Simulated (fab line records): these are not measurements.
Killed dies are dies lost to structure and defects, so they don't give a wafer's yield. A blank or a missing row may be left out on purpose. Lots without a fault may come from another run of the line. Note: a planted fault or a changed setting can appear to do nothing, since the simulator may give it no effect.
Which tool is to blame? | flow sky130 | 11 lots with 33 wafers sampled at 4 steps, on a route of 708 steps

WHAT THE GAUGES READ, wafer by wafer
SKY_VIA2_THK_MEAS_01.
lot  | measured     | on            | VIA2_HDPCVD_THK (nm)
L165 | day 35 04:14 | film-metro-03 | 1179 1192 1188
L168 | day 36 11:34 | film-metro-04 | 1154 1177 1186
L170 | day 36 23:01 | film-metro-01 | 1180 1172 1159
L171 | day 37 07:58 | film-metro-03 | 1178 1183 1188
L174 | day 38 01:14 | film-metro-03 | 1174 1479 1475
L175 | day 38 10:24 | film-metro-01 | 1178 1496 1187
L176 | day 38 21:57 | film-metro-03 | 1182 1194 1196
L182 | day 40 12:47 | film-metro-04 | 1185 1194 1198
L185 | day 41 07:50 | film-metro-01 | 1167 1191 1174
L186 | day 41 18:32 | film-metro-03 | 1197 1188 1191
L188 | day 42 11:44 | film-metro-03 | 1194 1196 1192

TOOL THAT RAN EACH LOT (tool first, then ch and the chambers of the sampled wafers, then the start)
lot  | SKY_LDD_HVP_STRIP_09                 | SKY_CONTACT_SPUTTER_23       | SKY_VIA2_HDPCVD_00
L165 | plasma-asher-03 ch 0,1, day 21 12:52 | pvd-sputter-02, day 31 15:20 | hdpcvd-02 ch 0,1,2, day 35 04:07
L168 | plasma-asher-03 ch 0,1, day 22 22:49 | pvd-sputter-02, day 33 00:37 | hdpcvd-02 ch 1,2, day 36 11:26
L170 | plasma-asher-04 ch 0,1, day 23 14:40 | pvd-sputter-03, day 33 11:34 | hdpcvd-01 ch 1,2, day 36 22:53
L171 | plasma-asher-02 ch 0,1, day 24 00:49 | pvd-sputter-02, day 33 20:08 | hdpcvd-02 ch 0,1,2, day 37 07:50
L174 | plasma-asher-03 ch 0,1, day 24 19:58 | pvd-sputter-01, day 34 14:44 | hdpcvd-01 ch 0,2, day 38 01:06
L175 | plasma-asher-02 ch 0,1, day 25 07:45 | pvd-sputter-01, day 34 23:26 | hdpcvd-01 ch 0,2, day 38 10:16
L176 | plasma-asher-02 ch 0,1, day 25 21:34 | pvd-sputter-03, day 35 12:16 | hdpcvd-02 ch 0,1,2, day 38 21:49
L182 | plasma-asher-04 ch 0,1, day 27 16:16 | pvd-sputter-02, day 37 04:07 | hdpcvd-02 ch 1,2, day 40 12:40
L185 | plasma-asher-03 ch 0, day 28 18:40   | pvd-sputter-02, day 37 23:16 | hdpcvd-01 ch 0,1, day 41 07:43
L186 | plasma-asher-03 ch 0,1, day 29 05:58 | pvd-sputter-01, day 38 12:07 | hdpcvd-02 ch 0,1,2, day 41 18:24
L188 | plasma-asher-04 ch 0,1, day 30 00:19 | pvd-sputter-01, day 39 05:06 | hdpcvd-01 ch 0,1,2, day 42 11:36
- SKY_LDD_HVP_STRIP_09: strips in O2/N2.
- SKY_CONTACT_SPUTTER_23: material TiN, target thk 20 nm, time 80 s.
- SKY_VIA2_HDPCVD_00: deposits SiO2, target thk 1180 nm, time 196.7 s.

THE ANSWER, worked out from the rows above alone
Rule: usual is defined by the lots themselves. Put in order of their means at a reading, lots are off if they are a third of the lots or fewer, leave a main group of 4 or more, and stand apart from it by a gap of 3 or more times the standard deviation of the main group's means; of several such gaps the widest counts. A main group is skipped when, at the precision printed for the reading in the tables above, its means are all equal. Also off: a lot with no number at a reading for which 4 or more lots have one. Any other lot the step has rows for is counted as sound.
Off: at SKY_VIA2_THK_MEAS_01 (VIA2_HDPCVD_THK), L174, L175. Main group: mean 1184 nm, sd 8.5.
A tool fits if, at a process step before that reading, it ran every lot that is off, and no sound lot after the first of them. Gauges at SKY_VIA2_THK_MEAS_01: tried the same way as those tools. No candidate that was tried fits.

WHAT THE SIMULATOR HAD PUT IN
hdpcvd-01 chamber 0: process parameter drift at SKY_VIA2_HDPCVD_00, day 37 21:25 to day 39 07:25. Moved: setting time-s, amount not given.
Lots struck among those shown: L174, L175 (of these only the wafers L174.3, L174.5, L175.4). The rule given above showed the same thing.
